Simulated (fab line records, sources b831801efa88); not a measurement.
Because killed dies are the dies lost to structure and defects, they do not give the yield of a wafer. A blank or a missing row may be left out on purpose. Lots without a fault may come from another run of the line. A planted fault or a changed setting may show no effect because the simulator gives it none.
Which of the tools did it? + flow sfqLine + route of 325 steps, sampled at 1 step: 13 lots, 39 wafers

## WHAT EACH GAUGE READ, for each wafer
SFQ_L0V_OVL_MEAS_903. Usual: L0V_OVL gives 0 nm (standard deviation 5.1).
| lot  | measured    | on         | L0V_OVL (nm) | flag |
|------|-------------|------------|--------------|------|
| L501 | day 4 19:03 | overlay-02 | -1 2 -3      |      |
| L502 | day 4 23:51 | overlay-02 | -2 1 0       |      |
| L503 | day 5 08:16 | overlay-01 | -7 -10 -11   |      |
| L504 | day 5 14:15 | overlay-02 | 4 -1 0       |      |
| L507 | day 6 07:49 | overlay-01 | 0 -4 3       |      |
| L508 | day 6 11:25 | overlay-02 | 0 1 -2       |      |
| L509 | day 6 16:12 | overlay-01 | -6 -7 -3     |      |
| L510 | day 6 19:49 | overlay-02 | -3 -2 2      |      |
| L511 | day 7 04:12 | overlay-01 | 4 1 0        |      |
| L512 | day 7 10:01 | overlay-01 | 3 9 7        |      |
| L513 | day 7 13:37 | overlay-02 | -4 -4 1      |      |
| L515 | day 7 23:12 | overlay-02 | 1 1 2        |      |
| L523 | day 9 12:30 | overlay-01 | -9 -6 -5     |      |

## EACH LOT AND THE TOOL THAT RAN IT (in order: tool; ch and the chambers of the sampled wafers; start)
There is no process step in the record ahead of these readings.

## AS READ BY THE TOOLS THEMSELVES (means over the sampled wafers that have a number; for cases with no such wafer, the mark the record gives instead)
The record holds no such reading with a usual standard deviation.

## THE ANSWER, worked out from the rows above alone
Rule: take the mean of a lot's wafers that have a number; if it is more than 3 standard deviations from the usual mean, the lot is off. Also off: a lot with no number at a reading for which 4 or more lots have one. Any other lot the step has rows for is counted as sound. After the gauges, taken in route order, come the tools' own readings; for these a lot's mean is taken, as printed above. The first step at which some lot is off is used, and at that step the reading that is off furthest; a lot without a number counts as furthest.
No lot is off on any of the readings shown, so nothing can be concluded from this.

## WHAT HAD BEEN PUT IN BY THE SIMULATOR
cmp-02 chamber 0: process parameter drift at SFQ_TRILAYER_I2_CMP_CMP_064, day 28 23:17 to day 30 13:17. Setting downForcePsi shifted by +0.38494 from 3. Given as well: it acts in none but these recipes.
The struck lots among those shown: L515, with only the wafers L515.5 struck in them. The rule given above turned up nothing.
